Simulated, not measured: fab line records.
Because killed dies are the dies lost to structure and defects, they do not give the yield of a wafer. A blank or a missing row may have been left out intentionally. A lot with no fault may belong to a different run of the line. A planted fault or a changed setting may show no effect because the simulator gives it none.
Split-lot trial || flow gf180mcu || on a route of 602 steps: 5 lots, 23 wafers read

== ABOUT THE SPLIT ==
At GF_STI_WET_ETCH_26 (etches SiO2 in dHF, target depth 94 nm, time 188 s), the setting tempC was moved away from the recipe's 25 C on 20 of the 23 wafers read, by -14.2% to +11.4%. All remaining wafers had this setting at the recipe value.

== FROM SPLIT TO READING: 1 step shown by the file between the two ==
- GF_STI_WET_ETCH_27: etches Si3N4 in H3PO4, target depth 160 nm, time 1825 s

== THE READING ==
SiO2_of_STI_CVD_23.thkNm (the simulator's own value, which no gauge read), in nm, at GF_STI_WET_ETCH_28 (etches SiO2 in dHF, target depth 20 nm, time 40 s). The file does not state a usual value for it. The 3 wafers here that ran the recipe average 400.7 nm, standard deviation 0.74 nm.

{"wafer": "L074.2", "tool, chamber at the split": "-, -", "tempC as run, C": 26.39, "against the recipe": "+5.6%", "SiO2_of_STI_CVD_23.thkNm, nm": 400.8, "against lot-mates on the recipe": "no lot-mate on the recipe"}
{"wafer": "L074.3", "tool, chamber at the split": "-, -", "tempC as run, C": 26.39, "against the recipe": "+5.6%", "SiO2_of_STI_CVD_23.thkNm, nm": 398.4, "against lot-mates on the recipe": "no lot-mate on the recipe"}
{"wafer": "L074.4", "tool, chamber at the split": "-, -", "tempC as run, C": 26.39, "against the recipe": "+5.6%", "SiO2_of_STI_CVD_23.thkNm, nm": 398.2, "against lot-mates on the recipe": "no lot-mate on the recipe"}
{"wafer": "L074.5", "tool, chamber at the split": "-, -", "tempC as run, C": 26.39, "against the recipe": "+5.6%", "SiO2_of_STI_CVD_23.thkNm, nm": 398.5, "against lot-mates on the recipe": "no lot-mate on the recipe"}
{"wafer": "L074.6", "tool, chamber at the split": "-, -", "tempC as run, C": 26.39, "against the recipe": "+5.6%", "SiO2_of_STI_CVD_23.thkNm, nm": 399.6, "against lot-mates on the recipe": "no lot-mate on the recipe"}
{"wafer": "L076.1", "tool, chamber at the split": "wetBench-02, 1", "tempC as run, C": 25, "against the recipe": "recipe", "SiO2_of_STI_CVD_23.thkNm, nm": 399.7, "against lot-mates on the recipe": "-"}
{"wafer": "L076.3", "tool, chamber at the split": "wetBench-02, 1", "tempC as run, C": 25, "against the recipe": "recipe", "SiO2_of_STI_CVD_23.thkNm, nm": 401.4, "against lot-mates on the recipe": "-"}
{"wafer": "L076.6", "tool, chamber at the split": "wetBench-02, 1", "tempC as run, C": 25, "against the recipe": "recipe", "SiO2_of_STI_CVD_23.thkNm, nm": 401.1, "against lot-mates on the recipe": "-"}
{"wafer": "L077.1", "tool, chamber at the split": "-, -", "tempC as run, C": 23.39, "against the recipe": "-6.4%", "SiO2_of_STI_CVD_23.thkNm, nm": 410.7, "against lot-mates on the recipe": "no lot-mate on the recipe"}
{"wafer": "L077.2", "tool, chamber at the split": "-, -", "tempC as run, C": 23.39, "against the recipe": "-6.4%", "SiO2_of_STI_CVD_23.thkNm, nm": 409.4, "against lot-mates on the recipe": "no lot-mate on the recipe"}
{"wafer": "L077.4", "tool, chamber at the split": "-, -", "tempC as run, C": 23.39, "against the recipe": "-6.4%", "SiO2_of_STI_CVD_23.thkNm, nm": 409, "against lot-mates on the recipe": "no lot-mate on the recipe"}
{"wafer": "L077.5", "tool, chamber at the split": "-, -", "tempC as run, C": 23.39, "against the recipe": "-6.4%", "SiO2_of_STI_CVD_23.thkNm, nm": 410.1, "against lot-mates on the recipe": "no lot-mate on the recipe"}
{"wafer": "L077.6", "tool, chamber at the split": "-, -", "tempC as run, C": 23.39, "against the recipe": "-6.4%", "SiO2_of_STI_CVD_23.thkNm, nm": 409.6, "against lot-mates on the recipe": "no lot-mate on the recipe"}
{"wafer": "L079.2", "tool, chamber at the split": "-, -", "tempC as run, C": 27.85, "against the recipe": "+11.4%", "SiO2_of_STI_CVD_23.thkNm, nm": 391.7, "against lot-mates on the recipe": "no lot-mate on the recipe"}
{"wafer": "L079.3", "tool, chamber at the split": "-, -", "tempC as run, C": 27.85, "against the recipe": "+11.4%", "SiO2_of_STI_CVD_23.thkNm, nm": 391.5, "against lot-mates on the recipe": "no lot-mate on the recipe"}
{"wafer": "L079.6", "tool, chamber at the split": "-, -", "tempC as run, C": 27.85, "against the recipe": "+11.4%", "SiO2_of_STI_CVD_23.thkNm, nm": 391.5, "against lot-mates on the recipe": "no lot-mate on the recipe"}
{"wafer": "L079.4", "tool, chamber at the split": "-, -", "tempC as run, C": 27.85, "against the recipe": "+11.4%", "SiO2_of_STI_CVD_23.thkNm, nm": 390.5, "against lot-mates on the recipe": "no lot-mate on the recipe"}
{"wafer": "L079.5", "tool, chamber at the split": "-, -", "tempC as run, C": 27.85, "against the recipe": "+11.4%", "SiO2_of_STI_CVD_23.thkNm, nm": 393.4, "against lot-mates on the recipe": "no lot-mate on the recipe"}
{"wafer": "L083.1", "tool, chamber at the split": "-, -", "tempC as run, C": 21.44, "against the recipe": "-14.2%", "SiO2_of_STI_CVD_23.thkNm, nm": 416.9, "against lot-mates on the recipe": "no lot-mate on the recipe"}
{"wafer": "L083.3", "tool, chamber at the split": "-, -", "tempC as run, C": 21.44, "against the recipe": "-14.2%", "SiO2_of_STI_CVD_23.thkNm, nm": 416.9, "against lot-mates on the recipe": "no lot-mate on the recipe"}
{"wafer": "L083.2", "tool, chamber at the split": "-, -", "tempC as run, C": 21.44, "against the recipe": "-14.2%", "SiO2_of_STI_CVD_23.thkNm, nm": 418.3, "against lot-mates on the recipe": "no lot-mate on the recipe"}
{"wafer": "L083.4", "tool, chamber at the split": "-, -", "tempC as run, C": 21.44, "against the recipe": "-14.2%", "SiO2_of_STI_CVD_23.thkNm, nm": 415.5, "against lot-mates on the recipe": "no lot-mate on the recipe"}
{"wafer": "L083.5", "tool, chamber at the split": "-, -", "tempC as run, C": 21.44, "against the recipe": "-14.2%", "SiO2_of_STI_CVD_23.thkNm, nm": 417.1, "against lot-mates on the recipe": "no lot-mate on the recipe"}

FIT RESULTS
A straight line over all 23 wafers: SiO2_of_STI_CVD_23.thkNm changes by -0.967 nm for each +1% of tempC; r = -0.99; the points scatter about the line by 1.5 nm.
Too few moved wafers have a lot-mate on the recipe to fit a line with each lot's own level taken away.

== THE WHOLE CHAIN: every reading that the file lists as answering this split, in the file's order ==
{"step": "GF_STI_WET_ETCH_26", "what it does": "etches SiO2 in dHF, target depth 94 nm, time 188 s", "reading": "SiO2_of_STI_CVD_23.thkNm (the simulator's own value, which no gauge read)", "change (the file's fit)": "-0.959 nm for each +1% of the setting", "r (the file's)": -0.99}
{"step": "GF_STI_WET_ETCH_28", "what it does": "etches SiO2 in dHF, target depth 20 nm, time 40 s", "reading": "SiO2_of_STI_CVD_23.thkNm (the simulator's own value, which no gauge read)", "change (the file's fit)": "-0.967 nm for each +1% of the setting", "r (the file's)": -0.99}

== FILE'S OWN FIT ==
SiO2_of_STI_CVD_23.thkNm changes by -0.967 nm for each +1% of tempC, r = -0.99.
